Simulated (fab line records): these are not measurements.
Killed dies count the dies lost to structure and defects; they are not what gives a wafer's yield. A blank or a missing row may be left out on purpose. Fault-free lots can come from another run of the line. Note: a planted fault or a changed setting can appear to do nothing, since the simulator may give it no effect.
Which tool was responsible? -- flow sky130 -- 45 wafers from 15 lots sampled at 4 of the route's 708 steps

## WHAT EACH GAUGE READ, for each wafer
SKY_LDD_HVN_OVL_MEAS_07.
lot,measured,on,LDD_HVN_OVL (nm)
L698,day 20 18:07,overlay-02,-1.7 -0.9 -0.8
L699,day 20 18:25,overlay-01,0.8 2.0 2.4
L701,day 21 01:49,overlay-01,-1.6 -0.9 -2.5
L703,day 22 04:43,overlay-02,2.1 0.7 0.8
L704,day 22 15:40,overlay-02,2.8 1.3 0.0
L705,day 22 22:56,overlay-01,-1.7 -1.1 0.6
L706,day 23 08:20,overlay-02,-2.2 -2.1 -3.0
L711,day 25 08:56,overlay-02,0.8 0.7 1.2
L713,day 26 01:53,overlay-01,-0.7 -1.9 -2.9
L714,day 26 09:49,overlay-02,1.5 1.5 1.3
L715,day 26 14:13,overlay-01,-0.2 0.1 1.6
L717,day 27 03:45,overlay-01,-1.7 -1.9 -1.2
L718,day 27 12:46,overlay-02,-0.7 -1.1 -1.0
L719,day 28 00:40,overlay-01,1.0 -0.1 0.4
L720,day 28 18:17,overlay-02,-0.4 0.7 0.3

SKY_LDD_HVN_TW_MEAS_10.
lot,measured,on,LDD_HVN_TW
L698,day 20 18:25,film-metro-02,1440 1443 1442
L699,day 20 18:43,film-metro-03,1422 1423 1420
L701,day 21 02:05,film-metro-01,1431 1434 1435
L703,day 22 05:01,film-metro-02,1433 1429 1431
L704,day 22 15:57,film-metro-03,1432 1443 1436
L705,day 22 23:14,film-metro-01,1426 1434 1429
L706,day 23 08:37,film-metro-02,1447 1434 1443
L711,day 25 09:13,film-metro-02,1430 1426 1423
L713,day 26 02:11,film-metro-02,1429 1440 1432
L714,day 26 10:06,film-metro-01,1431 1437 1425
L715,day 26 14:31,film-metro-01,1428 1430 1426
L717,day 27 04:02,film-metro-02,1449 1452 1444
L718,day 27 13:04,film-metro-03,1435 1429 1431
L719,day 28 00:57,film-metro-03,1435 1433 1440
L720,day 28 18:35,film-metro-03,1434 1433 1431

SKY_POLY_CUT_OVL_MEAS_09.
lot,measured,on,POLY_CUT_OVL (nm)
L698,day 24 15:41,overlay-02,0 -3 3
L699,day 24 17:25,overlay-02,2 4 -2
L701,day 24 23:31,overlay-01,-6 -10 -3
L703,day 26 00:23,overlay-01,-1 -5 -1
L704,day 27 00:02,overlay-02,- - -
L705,day 27 00:24,overlay-01,- - -
L706,day 27 03:35,overlay-01,- - -
L711,day 29 02:08,overlay-01,-11 -12 -4
L713,day 29 18:12,overlay-02,-1 1 -2
L714,day 30 02:45,overlay-01,0 -2 -1
L715,day 30 07:19,overlay-01,-6 -14 -8
L717,day 30 19:02,overlay-02,5 4 5
L718,day 31 05:25,overlay-02,-6 -1 0
L719,day 31 15:24,overlay-02,-6 -3 -4
L720,day 32 08:01,overlay-01,2 1 2

## WHAT TOOL EACH LOT RAN ON (gives the tool, then ch and the chambers of the sampled wafers, and finally the start)
lot,SKY_POLY_CUT_PEB_06
L698,"litho-track-04 ch 0, day 24 15:00"
L699,"litho-track-02 ch 0, day 24 16:00"
L701,"litho-track-02 ch 0, day 24 23:00"
L703,"litho-track-03 ch 0, day 25 23:00"
L704,"litho-track-03, day 26 23:00"
L705,"litho-track-03, day 27 00:00"
L706,"litho-track-02, day 27 03:00"
L711,"litho-track-02 ch 0, day 29 01:00"
L713,"litho-track-03 ch 0, day 29 17:00"
L714,"litho-track-04 ch 0, day 30 02:00"
L715,"litho-track-02 ch 0, day 30 06:00"
L717,"litho-track-03 ch 0, day 30 18:00"
L718,"litho-track-02 ch 0, day 31 04:00"
L719,"litho-track-04 ch 0, day 31 14:00"
L720,"litho-track-04 ch 0, day 32 07:00"
- SKY_POLY_CUT_PEB_06

## WHAT THE TOOLS THEMSELVES READ (means of the sampled wafers that have a number; where no wafer has one, the mark that the record gives instead)
SKY_POLY_CUT_PEB_06.
lot,tool,exhaust-pa (Pa)
L698,litho-track-04,44.2
L699,litho-track-02,43.7
L701,litho-track-02,44.0
L703,litho-track-03,44.6
L704,litho-track-03,-
L705,litho-track-03,-
L706,litho-track-02,-
L711,litho-track-02,45.2
L713,litho-track-03,45.5
L714,litho-track-04,46.4
L715,litho-track-02,44.2
L717,litho-track-03,43.3
L718,litho-track-02,44.5
L719,litho-track-04,44.2
L720,litho-track-04,45.2

## THE ANSWER, worked out from the rows above alone
Rule: usual is defined by the lots themselves. The widest of any qualifying gaps counts: lots, ordered by their means at a reading, are off when they make up no more than a third of the lots, leave a main group of 4 or more, and stand apart from it by 3 or more times the standard deviation of that group's means. The tables above print the reading to a certain number of digits; a main group whose means all agree to those digits is not used. A lot without any number at a reading at which 4 lots or more have one is off too. Any other lot the step has rows for is counted as sound. After the gauges, taken in route order, come the tools' own readings; for these a lot's mean is taken, as printed above. At the first step where some lot is off, the reading lying furthest off is the one used; lots without a number count as furthest.
Off: L704, L705, L706, seen at SKY_POLY_CUT_OVL_MEAS_09 (POLY_CUT_OVL). Without a number there: L704, L705, L706. The main group has a mean of -2 nm with a standard deviation of 4.1.
A tool fits if, at a process step before that reading, it ran every lot that is off, and no sound lot after the first of them. Not tried: the gauges at SKY_POLY_CUT_OVL_MEAS_09; whatever is off there is also off at SKY_POLY_CUT_PEB_06, on other tools, and gauge error can't account for it. None of those tried fits.

## WHAT THE SIMULATOR PUT IN
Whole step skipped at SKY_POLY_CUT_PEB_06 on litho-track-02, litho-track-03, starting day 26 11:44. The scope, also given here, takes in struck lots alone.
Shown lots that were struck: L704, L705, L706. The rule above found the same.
